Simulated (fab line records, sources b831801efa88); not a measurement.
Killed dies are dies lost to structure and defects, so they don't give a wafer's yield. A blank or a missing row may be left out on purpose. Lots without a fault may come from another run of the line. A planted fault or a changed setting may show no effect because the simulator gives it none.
Which tool did it? | flow sky130 | 14 lots, 40 wafers sampled, at 5 steps of a route of 708

WHAT THE GAUGES READ, wafer by wafer
SKY_FIELD_ISO_THK_MEAS_02.
lot  | measured    | on            | FIELD_ISO_OXIDATION_00_THK (nm)
L708 | day 1 13:05 | film_metro-02 | 11.97 12.15 12.02
L709 | day 1 17:23 | film_metro-04 | 11.87 11.89 12.00
L710 | day 1 22:25 | film_metro-04 | 11.82 11.96 11.96
L711 | day 2 04:20 | film_metro-02 | 11.81 12.01 11.98
L715 | day 2 22:38 | film_metro-02 | 11.96 12.31
L717 | day 3 08:44 | film_metro-02 | 11.83 11.94
L721 | day 4 04:44 | film_metro-04 | 11.93 11.96 12.26
L724 | day 4 22:19 | film_metro-04 | 11.67 11.71 11.67
L726 | day 5 06:52 | film_metro-04 | 11.96 12.18 12.12
L727 | day 5 12:54 | film_metro-04 | 12.12 11.90 11.99
L728 | day 5 16:32 | film_metro-04 | 12.15 12.13 12.16
L729 | day 5 22:46 | film_metro-01 | 12.01 12.23 12.19
L730 | day 6 03:00 | film_metro-04 | 12.30 12.22 12.13
L731 | day 6 07:33 | film_metro-02 | 12.47 12.30 12.41

SKY_FIELD_ISO_THK_MEAS_04.
lot  | measured    | on            | FIELD_ISO_CVD_03_THK (nm)
L708 | day 1 14:56 | film_metro-01 | 166.2 164.4 164.7
L709 | day 1 19:14 | film_metro-01 | 164.8 165.7 165.4
L710 | day 2 00:16 | film_metro-04 | 168.3 167.2 167.2
L711 | day 2 06:11 | film_metro-01 | 168.5 167.4 168.3
L715 | day 3 01:28 | film_metro-02 | 164.0 164.2
L717 | day 3 12:35 | film_metro-04 | 165.3 165.9
L721 | day 4 09:26 | film_metro-02 | 166.4 165.3 166.4
L724 | day 5 00:09 | film_metro-04 | 164.3 165.7 167.7
L726 | day 5 08:43 | film_metro-02 | 166.2 165.1 165.0
L727 | day 5 14:45 | film_metro-02 | 165.1 166.4 166.0
L728 | day 5 18:22 | film_metro-04 | 163.4 163.3 163.7
L729 | day 6 00:37 | film_metro-02 | 164.8 165.4 164.0
L730 | day 6 04:50 | film_metro-01 | 163.6 163.9 161.1
L731 | day 6 09:24 | film_metro-04 | 165.5 165.5 166.0

SKY_VT_ADJUST_LVTN_OVL_MEAS_07.
lot  | measured     | on         | VT_ADJUST_LVTN_OVL (nm)
L708 | day 7 04:36  | overlay-01 | 3.2 2.1 4.5
L709 | day 7 10:13  | overlay-01 | 3.9 2.6 4.0
L710 | day 7 13:42  | overlay-02 | 2.1 2.3 4.1
L711 | day 7 20:57  | overlay-02 | 2.2 1.1 1.2
L715 | day 8 21:58  | overlay-02 | 3.0 3.3
L717 | day 9 15:56  | overlay-02 | 3.8 4.6
L721 | day 10 20:52 | overlay-01 | 1.6 1.7 1.3
L724 | day 11 15:25 | overlay-01 | 3.0 1.4 1.2
L726 | day 12 00:46 | overlay-01 | 3.3 1.1 1.3
L727 | day 12 06:58 | overlay-01 | 0.9 1.8 1.3
L728 | day 12 11:51 | overlay-02 | 3.5 4.3 2.9
L729 | day 12 19:10 | overlay-01 | 0.3 1.0 1.8
L730 | day 13 01:42 | overlay-01 | 2.2 1.6 -0.4
L731 | day 13 06:51 | overlay-01 | -0.5 0.0 0.1

WHICH TOOL RAN EACH LOT (tool, then ch and the chambers of the sampled wafers, then the start)
lot  | SKY_NWELL_COAT_05                | SKY_NWELL_STRIP_14
L708 | litho_track-04 ch 0, day 4 09:26 | plasma_asher-01 ch 1, day 4 19:36
L709 | litho_track-03 ch 0, day 4 14:34 | plasma_asher-01 ch 0,1, day 5 00:16
L710 | litho_track-03 ch 0, day 4 18:10 | plasma_asher-02 ch 0,1, day 5 03:23
L711 | litho_track-04 ch 0, day 5 00:05 | plasma_asher-04 ch 0,1, day 5 10:05
L715 | litho_track-03 ch 0, day 5 23:20 | plasma_asher-02 ch 1, day 6 09:43
L717 | litho_track-03 ch 0, day 6 12:58 | plasma_asher-01 ch 0,1, day 6 23:10
L721 | litho_track-04 ch 0, day 7 12:56 | plasma_asher-01 ch 0,1, day 7 23:40
L724 | litho_track-04 ch 0, day 8 05:07 | plasma_asher-01 ch 0,1, day 8 16:02
L726 | litho_track-02 ch 0, day 8 12:57 | plasma_asher-01 ch 0,1, day 9 01:23
L727 | litho_track-04 ch 0, day 8 18:56 | plasma_asher-02 ch 0,1, day 9 07:41
L728 | litho_track-04 ch 0, day 9 00:05 | plasma_asher-04 ch 1, day 9 11:59
L729 | litho_track-04 ch 0, day 9 05:46 | plasma_asher-04 ch 0,1, day 9 17:43
L730 | litho_track-04 ch 0, day 9 12:23 | plasma_asher-02 ch 0,1, day 10 00:05
L731 | litho_track-02 ch 0, day 9 14:59 | plasma_asher-04 ch 0, day 10 02:56
- SKY_NWELL_COAT_05: resist thk 3000 nm.
- SKY_NWELL_STRIP_14: strips in O2/N2.

WHAT THE TOOLS THEMSELVES READ (means of the sampled wafers that have a number; where no wafer has one, the mark that the record gives instead)
SKY_NWELL_STRIP_14.
lot  | tool            | drypump_motor_current_A (A) | oes_product_au (a.u.) | strip_time_to_endpoint_s (s)
L708 | plasma_asher-01 | 6.2                         | 0.722                 | 36.95
L709 | plasma_asher-01 | 5.7                         | 0.726                 | 37.03
L710 | plasma_asher-02 | 5.2                         | 0.719                 | 37.21
L711 | plasma_asher-04 | 6.1                         | 0.717                 | 36.93
L715 | plasma_asher-02 | 4.7                         | 0.716                 | 29.42
L717 | plasma_asher-01 | 5.8                         | 0.714                 | 21.79
L721 | plasma_asher-01 | 5.9                         | 0.723                 | 36.93
L724 | plasma_asher-01 | 5.9                         | 0.720                 | 36.88
L726 | plasma_asher-01 | 5.7                         | 0.722                 | 36.94
L727 | plasma_asher-02 | 5.7                         | 0.720                 | 37.02
L728 | plasma_asher-04 | 6.4                         | 0.724                 | 36.96
L729 | plasma_asher-04 | 6.3                         | 0.724                 | 36.96
L730 | plasma_asher-02 | 5.2                         | 0.719                 | 36.94
L731 | plasma_asher-04 | 5.9                         | 0.724                 | 37.02

THE ANSWER, worked out from the rows above alone
Rule: what is usual is taken from the lots themselves. Put in order of their means at a reading, lots are off if they are a third of the lots or fewer, leave a main group of 4 or more, and stand apart from it by a gap of 3 or more times the standard deviation of the main group's means; of several such gaps the widest counts. A main group whose means are all the same, to the digits that the tables above print for the reading, isn't used. A lot without any number at a reading at which 4 lots or more have one is off too. The other lots that the step has rows for count as sound. The gauges are gone through in route order, then the tools' own readings, and for those a lot's mean is taken as printed above. The first step at which some lot is off is used, and at that step the reading that is off furthest; a lot without a number counts as furthest.
Off: L715, L717, at SKY_NWELL_STRIP_14 (strip_time_to_endpoint_s). The main group: mean 36.98 s, standard deviation 0.081.
A tool fits if, at that step or a process step before it, it ran every lot that is off, and no sound lot after the first of them. One fits: litho_track-03 at SKY_NWELL_COAT_05. Its last sound lot is L710 (day 4 18:10), its first lot that is off L715 (day 5 23:20): a fault that began between those two fits.

WHAT THE SIMULATOR HAD PUT IN
Process parameter drift: litho_track-03, from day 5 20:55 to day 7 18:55, at SKY_NWELL_COAT_05. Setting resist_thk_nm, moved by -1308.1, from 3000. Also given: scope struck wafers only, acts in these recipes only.
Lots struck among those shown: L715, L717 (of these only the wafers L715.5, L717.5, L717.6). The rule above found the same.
